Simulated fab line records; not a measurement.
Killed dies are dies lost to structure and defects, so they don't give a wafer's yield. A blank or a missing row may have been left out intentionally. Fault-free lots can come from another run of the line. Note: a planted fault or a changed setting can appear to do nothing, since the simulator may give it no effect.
Struck lot and sound lot, side by side || flow gf180mcu || 16 steps out of a route of 602
Sound: the wafers L395.2, L395.3, L395.5. Wafers L404.2, L404.3, L404.6 were the ones struck. At the end, the cause is stated.
Each step with rows lists, per side, the tool, then ch with its chambers, then its first start. Under that, the readings that differ: sound wafers || struck wafers || difference of the means || sigmas: that difference in standard deviations of wafers without a fault.
alike: words and numbers the same on both sides, and readings whose means are apart by under 2 such deviations; not compared: readings that were withheld, readings missing a value for some wafer, numbers with overlapping values and no deviation given by the record, and bounds like >300 which may hide the same value.
The two part at a step that has a row with sigmas, a row that says differs or no value, or rows on one side only. Non-overlapping numbers with no deviation appear without sigmas and do not part them. Lack of a reading on every wafer of one side parts them only where that side has two or more wafers.

first, 1 step without rows for these wafers: GF_NWELL_DEVELOP_06 (develop time 60 s).
GF_NWELL_OVL_MEAS_07:
  sound: overlay-02 at day 3 17:59; struck: overlay-01 at day 5 20:35
  alike: NWELL_OVL
then, 2 steps without rows for these wafers: GF_NWELL_IMPLANT_08; GF_NWELL_IMPLANT_09.
GF_NWELL_STRIP_10: strips in O2/N2.
  sound on plasma asher-03 ch 0,1, day 3 18:19; struck on plasma asher-04 ch 0,1, day 5 20:55
  alike: drypump motor current A, heater power w, oes product au, platen temp c, strip time to endpoint s
  not compared: rf hours counter h
GF_NWELL_TW_MEAS_11:
  sound: film metro-02 at day 3 18:26; struck: film metro-02 at day 5 21:01
  alike: NWELL_TW
then, 6 steps without rows for these wafers: GF_LVPWELL_DEHYDRATE_00 (time 60 s); GF_LVPWELL_HMDS_01 (prime time 60 s); GF_LVPWELL_COAT_02 (resist thk 3000 nm); GF_LVPWELL_SOFTBAKE_03; GF_LVPWELL_EXPOSE_04 (exposes mask LVPWELL, target cd 600 nm); GF_LVPWELL_PEB_05.
GF_LVPWELL_DEVELOP_06: develop time 60 s.
  sound on litho track-02 ch 0, day 4 07:00; struck on litho track-02 ch 0, day 6 11:00
GF_LVPWELL_OVL_MEAS_07:
  sound: overlay-02 at day 4 07:14; struck: overlay-02 at day 6 11:17
{"reading": "LVPWELL_OVL (nm)", "sound": "-1.9 -2.5 -1.7", "struck": "- - -", "difference": "no value on the struck wafers", "sigmas": ""}
then, 1 step without rows for these wafers: GF_LVPWELL_IMPLANT_08.
GF_PASSIVATION_PROBE_99:
  rows exist in the record for the sound wafers here (prober-02, day 29 15:20), none for the struck ones

== WHERE THEY PART ==
Earliest at GF_LVPWELL_OVL_MEAS_07; latest, in this record, at GF_PASSIVATION_PROBE_99.

WHY: whatever the simulator had introduced
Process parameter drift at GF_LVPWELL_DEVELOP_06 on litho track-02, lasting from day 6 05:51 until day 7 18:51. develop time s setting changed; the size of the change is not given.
